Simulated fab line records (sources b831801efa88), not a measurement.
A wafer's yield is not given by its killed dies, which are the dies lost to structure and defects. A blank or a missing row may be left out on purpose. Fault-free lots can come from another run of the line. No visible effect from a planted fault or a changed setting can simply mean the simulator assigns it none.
The tool behind it: which one? | flow sky130 | 15 lots with 45 wafers sampled at 4 steps, on a route of 708 steps

== WHAT EACH GAUGE READ, for each wafer ==
SKY_NWELL_TW_MEAS_15. Usual: NWELL_TW gives 1814 (standard deviation 7.2).
lot  | measured     | on            | NWELL_TW       | flag
L557 | day 4 15:23  | film metro-04 | 1822 1811 1818 |
L558 | day 4 23:34  | film metro-02 | 1818 1820 1817 |
L559 | day 5 00:37  | film metro-02 | 1821 1818 1813 |
L560 | day 5 08:25  | film metro-04 | 1819 1807 1808 |
L561 | day 5 13:35  | film metro-02 | 1809 1807 1810 |
L562 | day 5 22:23  | film metro-04 | 1816 1808 1807 |
L563 | day 6 02:37  | film metro-04 | 1813 1825 1819 |
L567 | day 7 00:49  | film metro-03 | 1824 1820 1827 |
L568 | day 7 05:49  | film metro-02 | 1812 1815 1818 |
L570 | day 7 17:20  | film metro-04 | 1798 1831 1803 |
L576 | day 9 02:36  | film metro-04 | 30 30 30       | OFF
L577 | day 9 15:20  | film metro-04 | 30 30 30       | OFF
L578 | day 9 22:18  | film metro-04 | 30 30 30       | OFF
L579 | day 10 03:34 | film metro-02 | 1815 1819 1808 |
L580 | day 10 09:18 | film metro-03 | 1825 1819 1815 |

SKY_METAL2_OVL_MEAS_16. Usual: METAL2_OVL gives 3 nm (standard deviation 5.9).
lot  | measured     | on         | METAL2_OVL (nm) | flag
L557 | day 35 00:53 | overlay-02 | 9 2 4           |
L558 | day 35 15:59 | overlay-02 | -2 -2 -3        |
L559 | day 35 22:08 | overlay-01 | 12 10 8         |
L560 | day 36 23:02 | overlay-01 | -1 -3 1         |
L561 | day 36 23:21 | overlay-02 | 2 -3 3          |
L562 | day 36 21:26 | overlay-01 | 14 1 6          |
L563 | day 37 09:02 | overlay-01 | -5 -3 -2        |
L567 | day 38 11:26 | overlay-01 | -1 4 0          |
L568 | day 38 19:44 | overlay-01 | -3 14 5         |
L570 | day 39 09:41 | overlay-01 | 6 6 0           |
L576 | day 40 18:05 | overlay-01 | -3 1 -2         |
L577 | day 41 11:25 | overlay-02 | -3 0 -2         |
L578 | day 41 19:51 | overlay-02 | 1 -3 1          |
L579 | day 42 00:20 | overlay-02 | -4 -9 -2        |
L580 | day 42 10:18 | overlay-02 | 3 9 1           |

== EACH LOT AND THE TOOL THAT RAN IT (in order: tool; ch and the chambers of the sampled wafers; start) ==
lot  | SKY_PWDE_STRIP_09                   | SKY_NWELL_STRIP_14
L557 | plasma asher-01 ch 0,1, day 3 21:25 | plasma asher-03 ch 1, day 4 15:17
L558 | plasma asher-04 ch 0,1, day 4 04:58 | plasma asher-04 ch 0,1, day 4 23:28
L559 | plasma asher-04 ch 0,1, day 4 06:40 | plasma asher-04 ch 0,1, day 5 00:31
L560 | plasma asher-04 ch 0,1, day 4 13:41 | plasma asher-03 ch 0,1, day 5 08:19
L561 | plasma asher-04 ch 0,1, day 4 18:47 | plasma asher-03 ch 0,1, day 5 13:31
L562 | plasma asher-01 ch 0,1, day 5 02:43 | plasma asher-04 ch 0,1, day 5 22:17
L563 | plasma asher-04 ch 0,1, day 5 07:55 | plasma asher-02 ch 0,1, day 6 02:31
L567 | plasma asher-01 ch 0,1, day 6 05:29 | plasma asher-02 ch 0,1, day 7 00:43
L568 | plasma asher-02 ch 0,1, day 6 10:17 | plasma asher-04 ch 0,1, day 7 05:44
L570 | plasma asher-04 ch 0,1, day 6 21:19 | plasma asher-02 ch 0,1, day 7 17:14
L576 | plasma asher-02 ch 0,1, day 8 04:56 | plasma asher-04 ch 0,1, day 9 02:29
L577 | plasma asher-02 ch 0,1, day 8 17:11 | plasma asher-02 ch 0,1, day 9 15:14
L578 | plasma asher-04 ch 0,1, day 9 00:08 | plasma asher-02 ch 0,1, day 9 22:11
L579 | plasma asher-02 ch 0,1, day 9 05:01 | plasma asher-03 ch 0,1, day 10 03:28
L580 | plasma asher-01 ch 0,1, day 9 10:19 | plasma asher-04 ch 0,1, day 10 09:11
- SKY_PWDE_STRIP_09: strips in O2/N2.
- SKY_NWELL_STRIP_14: strips in O2/N2.

== AS READ BY THE TOOLS THEMSELVES (means over the sampled wafers that have a number; for cases with no such wafer, the mark the record gives instead) ==
SKY_PWDE_STRIP_09. Usual: chamber pressure mTorr 1500.0 mTorr, standard deviation 1.2; drypump motor current A 5.5 A, standard deviation 0.58; oes product au 0.722 a.u., standard deviation 0.0044; strip time to endpoint s 36.88 s, standard deviation 0.1.
lot  | tool            | chamber pressure mTorr (mTorr) | drypump motor current A (A) | oes product au (a.u.) | strip time to endpoint s (s) | flag
L557 | plasma asher-01 | 1501.1                         | 5.0                         | 0.725                 | 36.99                        |
L558 | plasma asher-04 | 1500.8                         | 5.5                         | 0.721                 | 36.98                        |
L559 | plasma asher-04 | 1500.2                         | 5.1                         | 0.727                 | 37.03                        |
L560 | plasma asher-04 | 1499.6                         | 5.5                         | 0.722                 | 36.97                        |
L561 | plasma asher-04 | 1500.6                         | 5.5                         | 0.723                 | 36.97                        |
L562 | plasma asher-01 | 1500.1                         | 5.0                         | 0.720                 | 36.78                        |
L563 | plasma asher-04 | 1500.3                         | 5.1                         | 0.726                 | 36.89                        |
L567 | plasma asher-01 | 1500.8                         | 5.0                         | 0.724                 | 36.85                        |
L568 | plasma asher-02 | 1500.5                         | 6.1                         | 0.724                 | 36.72                        |
L570 | plasma asher-04 | 1500.0                         | 5.5                         | 0.720                 | 36.95                        |
L576 | plasma asher-02 | -                              | -                           | -                     | -                            | OFF
L577 | plasma asher-02 | -                              | -                           | -                     | -                            | OFF
L578 | plasma asher-04 | -                              | -                           | -                     | -                            | OFF
L579 | plasma asher-02 | 1498.5                         | 5.8                         | 0.720                 | 36.71                        |
L580 | plasma asher-01 | 1500.9                         | 5.0                         | 0.722                 | 36.74                        |

SKY_NWELL_STRIP_14. Usual: chamber pressure mTorr 1500.0 mTorr, standard deviation 1.4; drypump motor current A 5.6 A, standard deviation 0.5; oes product au 0.722 a.u., standard deviation 0.0044; strip time to endpoint s 36.89 s, standard deviation 0.096.
lot  | tool            | chamber pressure mTorr (mTorr) | drypump motor current A (A) | oes product au (a.u.) | strip time to endpoint s (s) | flag
L557 | plasma asher-03 | 1501.6                         | 5.3                         | 0.722                 | 36.92                        |
L558 | plasma asher-04 | 1499.1                         | 5.1                         | 0.727                 | 36.95                        |
L559 | plasma asher-04 | 1499.3                         | 5.5                         | 0.722                 | 36.86                        |
L560 | plasma asher-03 | 1500.1                         | 5.4                         | 0.720                 | 36.84                        |
L561 | plasma asher-03 | 1502.1                         | 5.4                         | 0.724                 | 36.93                        |
L562 | plasma asher-04 | 1499.5                         | 5.1                         | 0.724                 | 36.74                        |
L563 | plasma asher-02 | 1500.3                         | 5.8                         | 0.720                 | 36.89                        |
L567 | plasma asher-02 | 1500.8                         | 6.1                         | 0.720                 | 37.01                        |
L568 | plasma asher-04 | 1498.5                         | 5.1                         | 0.724                 | 36.87                        |
L570 | plasma asher-02 | 1499.0                         | 6.0                         | 0.718                 | 36.75                        |
L576 | plasma asher-04 | 1500.4                         | 5.5                         | 0.741                 | 81.02                        | OFF
L577 | plasma asher-02 | 1499.8                         | 5.8                         | 0.736                 | 80.93                        | OFF
L578 | plasma asher-02 | 1500.4                         | 5.8                         | 0.736                 | 81.15                        | OFF
L579 | plasma asher-03 | 1499.9                         | 5.5                         | 0.716                 | 36.76                        |
L580 | plasma asher-04 | 1499.7                         | 5.1                         | 0.721                 | 37.00                        |

== THE ANSWER, worked out from the rows above alone ==
Rule: a lot is off if the mean of its wafers that have a number lies more than 3 standard deviations from the usual mean. Also off: a lot with no number at a reading for which 4 or more lots have one. Where the step has rows for the other lots, those lots are counted as sound. Order of review: gauges by route order, followed by the tools' own readings, for which a lot's mean as printed above is used. At the first step where some lot is off, the reading lying furthest off is the one used; lots without a number count as furthest.
Off: L576, L577, L578, at SKY_NWELL_TW_MEAS_15 (NWELL_TW).
A tool fits if, at a process step before that reading, it ran every lot that is off, and no sound lot after the first of them. The gauges at SKY_NWELL_TW_MEAS_15 aren't tried: what is off there is off at SKY_PWDE_STRIP_09 too, on other tools, and a gauge's error can't cause that. Of those tried, none fits.

== WHAT THE SIMULATOR HAD PUT IN ==
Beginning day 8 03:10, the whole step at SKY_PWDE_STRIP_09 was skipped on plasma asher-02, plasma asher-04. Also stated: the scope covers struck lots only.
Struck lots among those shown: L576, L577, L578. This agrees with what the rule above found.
